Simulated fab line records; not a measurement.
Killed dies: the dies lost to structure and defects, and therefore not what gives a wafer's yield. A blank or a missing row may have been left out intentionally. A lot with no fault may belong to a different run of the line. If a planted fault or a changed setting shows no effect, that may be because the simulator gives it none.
The tool behind it: which one? || flow sky130 || 24 lots with 72 wafers sampled at 2 steps, on a route of 708 steps

## WHAT EACH GAUGE READ, for each wafer
SKY_CAPM_THK_MEAS_01. Usual: CAPM_CVD_00_THK gives 15.50 nm (standard deviation 0.23).
{"lot": "L074", "measured": "day 36 09:41", "on": "film metro-03", "CAPM_CVD_00_THK (nm)": "15.54 15.60 15.71", "flag": ""}
{"lot": "L075", "measured": "day 36 12:04", "on": "film metro-01", "CAPM_CVD_00_THK (nm)": "15.41 15.73 15.83", "flag": ""}
{"lot": "L076", "measured": "day 37 03:13", "on": "film metro-03", "CAPM_CVD_00_THK (nm)": "15.28 15.46 15.41", "flag": ""}
{"lot": "L077", "measured": "day 37 07:52", "on": "film metro-01", "CAPM_CVD_00_THK (nm)": "15.67 15.62 15.73", "flag": ""}
{"lot": "L078", "measured": "day 37 17:27", "on": "film metro-02", "CAPM_CVD_00_THK (nm)": "15.20 15.65 15.50", "flag": ""}
{"lot": "L079", "measured": "day 37 19:21", "on": "film metro-03", "CAPM_CVD_00_THK (nm)": "15.48 15.85 15.83", "flag": ""}
{"lot": "L080", "measured": "day 38 10:21", "on": "film metro-03", "CAPM_CVD_00_THK (nm)": "15.66 15.52 15.81", "flag": ""}
{"lot": "L081", "measured": "day 38 17:31", "on": "film metro-01", "CAPM_CVD_00_THK (nm)": "15.51 15.56 15.56", "flag": ""}
{"lot": "L082", "measured": "day 38 22:14", "on": "film metro-02", "CAPM_CVD_00_THK (nm)": "15.16 15.53 15.30", "flag": ""}
{"lot": "L083", "measured": "day 39 05:36", "on": "film metro-03", "CAPM_CVD_00_THK (nm)": "15.02 15.14 15.57", "flag": ""}
{"lot": "L084", "measured": "day 39 11:20", "on": "film metro-02", "CAPM_CVD_00_THK (nm)": "15.21 15.62 15.56", "flag": ""}
{"lot": "L085", "measured": "day 39 16:54", "on": "film metro-03", "CAPM_CVD_00_THK (nm)": "15.46 15.61 16.10", "flag": ""}
{"lot": "L086", "measured": "day 40 06:34", "on": "film metro-02", "CAPM_CVD_00_THK (nm)": "15.59 15.29 15.63", "flag": ""}
{"lot": "L087", "measured": "day 40 19:20", "on": "film metro-01", "CAPM_CVD_00_THK (nm)": "15.62 15.71 15.78", "flag": ""}
{"lot": "L089", "measured": "day 41 01:22", "on": "film metro-03", "CAPM_CVD_00_THK (nm)": "15.16 15.11 15.20", "flag": ""}
{"lot": "L088", "measured": "day 41 01:40", "on": "film metro-01", "CAPM_CVD_00_THK (nm)": "15.29 15.18 15.54", "flag": ""}
{"lot": "L090", "measured": "day 41 06:55", "on": "film metro-01", "CAPM_CVD_00_THK (nm)": "15.89 15.51 15.81", "flag": ""}
{"lot": "L091", "measured": "day 41 15:53", "on": "film metro-03", "CAPM_CVD_00_THK (nm)": "15.64 15.45 15.63", "flag": ""}
{"lot": "L092", "measured": "day 42 01:44", "on": "film metro-02", "CAPM_CVD_00_THK (nm)": "15.11 15.45 15.33", "flag": ""}
{"lot": "L093", "measured": "day 42 05:48", "on": "film metro-02", "CAPM_CVD_00_THK (nm)": "15.42 15.25 15.27", "flag": ""}
{"lot": "L094", "measured": "day 42 12:04", "on": "film metro-01", "CAPM_CVD_00_THK (nm)": "15.22 15.07 15.67", "flag": ""}
{"lot": "L095", "measured": "day 42 19:11", "on": "film metro-01", "CAPM_CVD_00_THK (nm)": "15.65 15.68 15.40", "flag": ""}
{"lot": "L096", "measured": "day 43 01:55", "on": "film metro-03", "CAPM_CVD_00_THK (nm)": "15.40 15.97 15.62", "flag": ""}
{"lot": "L097", "measured": "day 43 11:05", "on": "film metro-03", "CAPM_CVD_00_THK (nm)": "15.39 15.50 15.57", "flag": ""}

## WHICH TOOL RAN EACH LOT (tool, then ch and the chambers of the sampled wafers, then the start)
{"lot": "L074", "SKY_METAL3_SPUTTER_02": "pvd sputter-01, day 36 09:34"}
{"lot": "L075", "SKY_METAL3_SPUTTER_02": "pvd sputter-03, day 36 11:55"}
{"lot": "L076", "SKY_METAL3_SPUTTER_02": "pvd sputter-03, day 37 03:04"}
{"lot": "L077", "SKY_METAL3_SPUTTER_02": "pvd sputter-01, day 37 07:44"}
{"lot": "L078", "SKY_METAL3_SPUTTER_02": "pvd sputter-04, day 37 17:19"}
{"lot": "L079", "SKY_METAL3_SPUTTER_02": "pvd sputter-01, day 37 19:13"}
{"lot": "L080", "SKY_METAL3_SPUTTER_02": "pvd sputter-03, day 38 10:13"}
{"lot": "L081", "SKY_METAL3_SPUTTER_02": "pvd sputter-01, day 38 17:23"}
{"lot": "L082", "SKY_METAL3_SPUTTER_02": "pvd sputter-01, day 38 22:07"}
{"lot": "L083", "SKY_METAL3_SPUTTER_02": "pvd sputter-04, day 39 05:28"}
{"lot": "L084", "SKY_METAL3_SPUTTER_02": "pvd sputter-01, day 39 11:12"}
{"lot": "L085", "SKY_METAL3_SPUTTER_02": "pvd sputter-03, day 39 16:46"}
{"lot": "L086", "SKY_METAL3_SPUTTER_02": "pvd sputter-04, day 40 06:25"}
{"lot": "L087", "SKY_METAL3_SPUTTER_02": "pvd sputter-04, day 40 19:12"}
{"lot": "L089", "SKY_METAL3_SPUTTER_02": "pvd sputter-04, day 41 01:14"}
{"lot": "L088", "SKY_METAL3_SPUTTER_02": "pvd sputter-03, day 41 01:32"}
{"lot": "L090", "SKY_METAL3_SPUTTER_02": "pvd sputter-04, day 41 06:47"}
{"lot": "L091", "SKY_METAL3_SPUTTER_02": "pvd sputter-04, day 41 15:46"}
{"lot": "L092", "SKY_METAL3_SPUTTER_02": "pvd sputter-03, day 42 01:36"}
{"lot": "L093", "SKY_METAL3_SPUTTER_02": "pvd sputter-01, day 42 05:40"}
{"lot": "L094", "SKY_METAL3_SPUTTER_02": "pvd sputter-03, day 42 11:57"}
{"lot": "L095", "SKY_METAL3_SPUTTER_02": "pvd sputter-01, day 42 19:01"}
{"lot": "L096", "SKY_METAL3_SPUTTER_02": "pvd sputter-03, day 43 01:47"}
{"lot": "L097", "SKY_METAL3_SPUTTER_02": "pvd sputter-01, day 43 10:58"}
- SKY_METAL3_SPUTTER_02: material AlCu, target thk 735 nm, time 39.1 s.

## AS READ BY THE TOOLS THEMSELVES (means over the sampled wafers that have a number; for cases with no such wafer, the mark the record gives instead)
SKY_METAL3_SPUTTER_02. Usual: throttle valve pct reads 29.9 % (standard deviation 1.1).
{"lot": "L074", "tool": "pvd sputter-01", "throttle valve pct (%)": 29.0, "flag": ""}
{"lot": "L075", "tool": "pvd sputter-03", "throttle valve pct (%)": 29.5, "flag": ""}
{"lot": "L076", "tool": "pvd sputter-03", "throttle valve pct (%)": 29.3, "flag": ""}
{"lot": "L077", "tool": "pvd sputter-01", "throttle valve pct (%)": 29.6, "flag": ""}
{"lot": "L078", "tool": "pvd sputter-04", "throttle valve pct (%)": 30.3, "flag": ""}
{"lot": "L079", "tool": "pvd sputter-01", "throttle valve pct (%)": 29.9, "flag": ""}
{"lot": "L080", "tool": "pvd sputter-03", "throttle valve pct (%)": 29.7, "flag": ""}
{"lot": "L081", "tool": "pvd sputter-01", "throttle valve pct (%)": 30.8, "flag": ""}
{"lot": "L082", "tool": "pvd sputter-01", "throttle valve pct (%)": 28.8, "flag": ""}
{"lot": "L083", "tool": "pvd sputter-04", "throttle valve pct (%)": 30.9, "flag": ""}
{"lot": "L084", "tool": "pvd sputter-01", "throttle valve pct (%)": 29.3, "flag": ""}
{"lot": "L085", "tool": "pvd sputter-03", "throttle valve pct (%)": 29.4, "flag": ""}
{"lot": "L086", "tool": "pvd sputter-04", "throttle valve pct (%)": 31.0, "flag": ""}
{"lot": "L087", "tool": "pvd sputter-04", "throttle valve pct (%)": 30.3, "flag": ""}
{"lot": "L089", "tool": "pvd sputter-04", "throttle valve pct (%)": 30.0, "flag": ""}
{"lot": "L088", "tool": "pvd sputter-03", "throttle valve pct (%)": 29.4, "flag": ""}
{"lot": "L090", "tool": "pvd sputter-04", "throttle valve pct (%)": 30.0, "flag": ""}
{"lot": "L091", "tool": "pvd sputter-04", "throttle valve pct (%)": 31.0, "flag": ""}
{"lot": "L092", "tool": "pvd sputter-03", "throttle valve pct (%)": 30.0, "flag": ""}
{"lot": "L093", "tool": "pvd sputter-01", "throttle valve pct (%)": 31.0, "flag": ""}
{"lot": "L094", "tool": "pvd sputter-03", "throttle valve pct (%)": 29.8, "flag": ""}
{"lot": "L095", "tool": "pvd sputter-01", "throttle valve pct (%)": 30.8, "flag": ""}
{"lot": "L096", "tool": "pvd sputter-03", "throttle valve pct (%)": 29.6, "flag": ""}
{"lot": "L097", "tool": "pvd sputter-01", "throttle valve pct (%)": 29.8, "flag": ""}

## THE ANSWER, worked out from the rows above alone
Rule: take the mean of a lot's wafers that have a number; if it is more than 3 standard deviations from the usual mean, the lot is off. Also off: a lot with no number at a reading for which 4 or more lots have one. All remaining lots with rows at the step are treated as sound. After the gauges, taken in route order, come the tools' own readings; for these a lot's mean is taken, as printed above. The first step at which some lot is off is used, and at that step the reading that is off furthest; a lot without a number counts as furthest.
Across all readings shown, no lot is off: no conclusion can be drawn from this.

## WHAT HAD BEEN PUT IN BY THE SIMULATOR
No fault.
